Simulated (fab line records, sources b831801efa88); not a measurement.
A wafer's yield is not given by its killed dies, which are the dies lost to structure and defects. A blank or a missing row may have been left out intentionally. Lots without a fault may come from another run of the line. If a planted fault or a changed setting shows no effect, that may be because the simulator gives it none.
Chamber matching :: flow sfqLine :: SFQ_TRILAYER_I3_DEP_PECVD_081 on pecvd-04 has 3 sister chambers
The step deposits SiO2 from SiH4/N2O, time 111.11 s, target thk 500 nm. 6 wafers are shown with their chamber, then 7 later ones without.

== WAFERS, EACH WITH ITS CHAMBER ==
wafer: L803.4
chamber: 2
throttleValvePct (%): 22.6
heaterPowerW (W): 104

wafer: L803.6
chamber: 0
throttleValvePct (%): 23.4
heaterPowerW (W): 96

wafer: L806.1
chamber: 2
throttleValvePct (%): 22.7
heaterPowerW (W): 98

wafer: L806.2
chamber: 1
throttleValvePct (%): 24.6
heaterPowerW (W): 82

wafer: L806.3
chamber: 0
throttleValvePct (%): 23.6
heaterPowerW (W): 99

wafer: L812.1
chamber: 1
throttleValvePct (%): 24.7
heaterPowerW (W): 77

== WAFERS WITH NO CHAMBER GIVEN ==
wafer: L812.2
throttleValvePct (%): 23.6
heaterPowerW (W): 114

wafer: L817.2
throttleValvePct (%): 24.5
heaterPowerW (W): 89

wafer: L817.3
throttleValvePct (%): 24.8
heaterPowerW (W): 88

wafer: L817.4
throttleValvePct (%): 23.9
heaterPowerW (W): 103

wafer: L819.2
throttleValvePct (%): 24.8
heaterPowerW (W): 74

wafer: L819.4
throttleValvePct (%): 24.5
heaterPowerW (W): 77

wafer: L819.5
throttleValvePct (%): 23.6
heaterPowerW (W): 111

== CHAMBER TAKEN BY EACH ==
wafer: L812.2
from the rows above: 0
in truth: 0

wafer: L817.2
from the rows above: 1
in truth: 1

wafer: L817.3
from the rows above: 1
in truth: 1

wafer: L817.4
from the rows above: 0
in truth: 0

wafer: L819.2
from the rows above: 1
in truth: 1

wafer: L819.4
from the rows above: 1
in truth: 1

wafer: L819.5
from the rows above: 0
in truth: 0
Correctly placed: 7 of 7. Number that these rows cannot place: 0. Placed wrongly: 0.
How it was worked out, from the rows above alone: a wafer's distance from a chamber is the root of the sum, over the readings, of the square of ((its reading less the chamber's mean) divided by the reading's scatter). If the next closest chamber is less than 2 further off than the closest, the wafer can't be placed; otherwise it belongs to the closest. The mean given for a chamber averages the wafers shown for that chamber. The scatter: take each reading less its chamber's mean, square it, sum over the shown wafers, divide by the number of wafers less the number of chambers, and take the root.
